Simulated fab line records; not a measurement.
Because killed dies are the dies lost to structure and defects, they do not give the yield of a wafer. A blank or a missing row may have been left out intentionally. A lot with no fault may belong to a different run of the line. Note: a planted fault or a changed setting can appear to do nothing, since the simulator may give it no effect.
Tool commonality check ; flow gf180mcu ; Sample size 8 lots and 24 wafers

== WHY THIS WAS OPENED ==
GF_HV_LDD_TW_MEAS_50, reading HV_LDD_4_TW: flagged on 2 of 8 lots. No-fault wafers: 565, standard deviation 3.3.
Rule: a lot gets a flag if all its wafers with a number sit over 4 standard deviations from that mean, or if no wafer of it has a number. All remaining lots are regarded as sound.

lot;measured;on;HV_LDD_4_TW, wafer by wafer;flag
L304;day 12 11:33;film-metro-02;565 566 569;
L305;day 12 18:04;film-metro-01;565 559 560;
L306;day 13 01:55;film-metro-01;564 566 567;
L307;day 13 08:12;film-metro-02;569 569 569;
L308;day 13 19:55;film-metro-01;564 564 564;
L309;day 14 04:54;film-metro-02;567 567 568;
L314;day 16 00:25;film-metro-02;898 899 901;FLAGGED
L315;day 16 02:21;film-metro-04;899 899 905;FLAGGED
Averaged over the flagged lots the numbers come to 900, +335 from the usual (+99 or more standard deviations).

== LOT BY LOT: THE TOOL USED ==
The record keeps 1 process step preceding the reading, out of 602 steps on the route. Read each cell as the tool, then ch plus the chambers that the sampled wafers visited, then the start.
lot;flag;GF_HV_LDD_IMPLANT_48
L304;;implanter-04 ch 0, day 12 11:18
L305;;implanter-03 ch 0, day 12 17:50
L306;;implanter-01 ch 0, day 13 01:42
L307;;implanter-01 ch 0, day 13 07:57
L308;;implanter-01 ch 0, day 13 19:40
L309;;implanter-01 ch 0, day 14 04:39
L314;FLAGGED;implanter-04 ch 0, day 16 00:12
L315;FLAGGED;implanter-03 ch 0, day 16 02:06
What is done by these steps:
- GF_HV_LDD_IMPLANT_48
- GF_HV_LDD_TW_MEAS_50

== FLAGGED OVER TOTAL, TOOL BY TOOL (the gauges that took the reading come last) ==
step;tool;lots run;flagged;share of the flagged lots;sound lots run after its first flagged lot
GF_HV_LDD_IMPLANT_48;implanter-01;4;0;none;-
GF_HV_LDD_IMPLANT_48;implanter-03;2;1;some;0
GF_HV_LDD_IMPLANT_48;implanter-04;2;1;some;0
GF_HV_LDD_TW_MEAS_50;film-metro-01;3;0;none;-
GF_HV_LDD_TW_MEAS_50;film-metro-02;4;1;some;0
GF_HV_LDD_TW_MEAS_50;film-metro-04;1;1;some;0

== WHAT IS ALLOWED BY THE TABLE ==
No row of the table ran every flagged lot.

== WHAT WAS PUT IN BY THE SIMULATOR ==
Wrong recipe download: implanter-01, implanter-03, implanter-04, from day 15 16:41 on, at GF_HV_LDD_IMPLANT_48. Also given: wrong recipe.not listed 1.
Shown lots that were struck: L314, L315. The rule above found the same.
